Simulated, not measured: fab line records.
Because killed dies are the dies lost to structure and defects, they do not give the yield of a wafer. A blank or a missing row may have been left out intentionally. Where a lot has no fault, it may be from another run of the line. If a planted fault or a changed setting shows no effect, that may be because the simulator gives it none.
Struck lot and sound lot, side by side | flow sky130 | 34 steps out of a route of 708
Sound: the wafers L576.1, L576.2, L576.5. Struck: wafers L582.3, L582.4, L582.6. The cause comes at the end.
At each step with rows: each side's tool, then ch and its chambers, then its first start. Under that, the readings that differ: sound wafers | struck wafers | difference of the means | sigmas: that difference in standard deviations of wafers without a fault.
alike: words and numbers the same on both sides, and readings whose means are apart by under 2 such deviations; not compared: readings that were withheld, readings missing a value for some wafer, numbers with overlapping values and no deviation given by the record, and bounds like >300 which may hide the same value.
The two part at a step that has a row with sigmas, a row that says differs or no value, or rows on one side only. Numbers that don't overlap but have no deviation are shown without sigmas and don't part them. A reading that every wafer of one side lacks parts them only if that side has two wafers or more.

first, 7 steps without rows for these wafers: SKY_METAL5_HMDS_08 (prime time 60 s); SKY_METAL5_COAT_09 (resist thk 1800 nm); SKY_METAL5_SOFTBAKE_10 (time 60 s); SKY_METAL5_EXPOSE_11 (exposes mask MM5, target cd 1600 nm); SKY_METAL5_PEB_12; SKY_METAL5_DEVELOP_13 (develop time 60 s); SKY_METAL5_DESCUM_14 (chemistry O2, time 11 s).
SKY_METAL5_METAL_ETCH_15: etches the open film in Cl2/BCl3, stops on SiO2, target depth 1260 nm, time 252 s.
  sound on rie-metal-04 ch 0,1, day 46 17:06; struck on rie-metal-01 ch 0,1, day 48 15:40
  alike: bias-w, drypump-motor-current-A, he-backside-leak-sccm, oes-product-au, throttle-valve-pct
  not compared: rf-hours-counter-h
SKY_METAL5_STRIP_16: strips in O2/N2.
  sound on plasma-asher-01 ch 0,1, day 46 17:20; struck on plasma-asher-01 ch 0,1, day 48 15:51
  alike: drypump-motor-current-A, o2-flow-sccm, oes-product-au, strip-time-to-endpoint-s
  not compared: rf-hours-counter-h
then, 3 steps without rows for these wafers: SKY_METAL5_STRIP_17 (strips in post etch residue remover, time 1200 s); SKY_METAL5_CLEAN_18 (cleans in IPA, time 180 s); SKY_METAL5_CLEAN_19 (cleans in O3/DIW).
SKY_PASSIVATION_CVD_00: deposits SiO2, target thk 90 nm.
  sound on pecvd-04 ch 0,1,2, day 46 17:55; struck on pecvd-04 ch 0,1,2, day 48 16:25
  no value came back on the struck wafers for heater-power-outer-w (W), heater-power-w (W), susceptor-temp-C (C); on the sound wafers heater-power-outer-w (W) reads 352 342 295
SKY_PASSIVATION_CVD_02: deposits Si3N4, target thk 540 nm.
  sound on pecvd-03 ch 0,1,2, day 46 18:01; struck on pecvd-03 ch 0,1,2, day 48 16:29
  alike: heater-power-w, rf-fwd-power-W, susceptor-temp-C
SKY_PASSIVATION_THK_MEAS_03:
  sound: film-metro-04 at day 46 18:14; struck: film-metro-04 at day 48 16:44
  alike: PASSIVATION_CVD_02_THK
then, 7 steps without rows for these wafers: SKY_PASSIVATION_DEHYDRATE_04 (time 60 s); SKY_PASSIVATION_HMDS_05 (prime time 60 s); SKY_PASSIVATION_COAT_06 (resist thk 3000 nm); SKY_PASSIVATION_SOFTBAKE_07; SKY_PASSIVATION_EXPOSE_08 (exposes mask NSM, target cd 3000 nm); SKY_PASSIVATION_PEB_09; SKY_PASSIVATION_DEVELOP_10 (develop time 60 s).
SKY_PASSIVATION_ETCH_11: etches the open film in CF4/O2, stops on AlCu, target depth 725 nm, time 161.1 s.
  sound on rie-diel-03 ch 0,1,3, day 47 14:15; struck on rie-diel-04 ch 0,3, day 49 10:23
  reading                                 | sound           | struck        | difference | sigmas
  model.PASSIVATION.feature-depth-nm (nm) | 695 700.1 702.1 | 709.2 725 713 | +16.7      |
  model.etch.depth-nm (nm)                | 695 700.1 702.1 | 709.2 725 713 | +16.7      |
  alike: O2_flow_sccm, bias-w, drypump-motor-current-A, oes-product-au, throttle-valve-pct
  not compared: rf-hours-counter-h
SKY_PASSIVATION_STRIP_12: strips in O2/N2.
  sound on plasma-asher-02 ch 0,1, day 47 14:22; struck on plasma-asher-02 ch 0,1, day 49 10:31
  alike: drypump-motor-current-A, o2-flow-sccm, oes-product-au, strip-time-to-endpoint-s
  not compared: rf-hours-counter-h
then, 7 steps without rows for these wafers: SKY_PAD_OPEN_DEHYDRATE_00 (time 60 s); SKY_PAD_OPEN_HMDS_01 (prime time 62.92 s); SKY_PAD_OPEN_COAT_02 (resist thk 3000 nm); SKY_PAD_OPEN_SOFTBAKE_03; SKY_PAD_OPEN_EXPOSE_04 (exposes mask PDM, target cd 60000 nm); SKY_PAD_OPEN_PEB_05; SKY_PAD_OPEN_DEVELOP_06 (develop time 60 s).
SKY_PAD_OPEN_ETCH_07: etches the open film in CF4/O2, stops on AlCu, target depth 725 nm, time 161.1 s.
  sound on rie-diel-01 ch 2,3, day 48 08:39; struck on rie-diel-03 ch 0,2, day 50 03:12
  reading                              | sound           | struck            | difference | sigmas
  model.PAD_OPEN.feature-depth-nm (nm) | 695 699.7 702.1 | 714.1 709.2 712.9 | +13.1      |
  model.etch.depth-nm (nm)             | 695 699.7 702.1 | 714.1 709.2 712.9 | +13.1      |
  alike: O2_flow_sccm, bias-w, drypump-motor-current-A, oes-product-au, throttle-valve-pct
  not compared: rf-hours-counter-h
SKY_PAD_OPEN_STRIP_08: strips in O2/N2.
  sound on plasma-asher-03 ch 0,1, day 48 08:46; struck on plasma-asher-04 ch 0,1, day 50 03:20
  alike: drypump-motor-current-A, o2-flow-sccm, oes-product-au, strip-time-to-endpoint-s
  not compared: rf-hours-counter-h
SKY_PAD_OPEN_PROBE_99:
  sound: prober-01 at day 48 11:11; struck: prober-02 at day 50 05:37
  alike: defect-limited-yield, killed_at_M0_to_M3, killed_at_M4_up, killed-at-contacts, killed-at-front-end, killed-at-other, killed-dies, killed-open, killed-short, sort_bin_3_pad_short, sort_bin_5_function, sort_bin_6_memory, sort-n-pass, sort-yield-pct

WHERE THEY PART
Within this record, at SKY_PASSIVATION_CVD_00 only. Later steps at which nothing parts them and some readings are alike: SKY_PASSIVATION_CVD_02, SKY_PASSIVATION_THK_MEAS_03, SKY_PASSIVATION_ETCH_11, SKY_PASSIVATION_STRIP_12, SKY_PAD_OPEN_ETCH_07, SKY_PAD_OPEN_STRIP_08, SKY_PAD_OPEN_PROBE_99.

WHY: what had been put in by the simulator
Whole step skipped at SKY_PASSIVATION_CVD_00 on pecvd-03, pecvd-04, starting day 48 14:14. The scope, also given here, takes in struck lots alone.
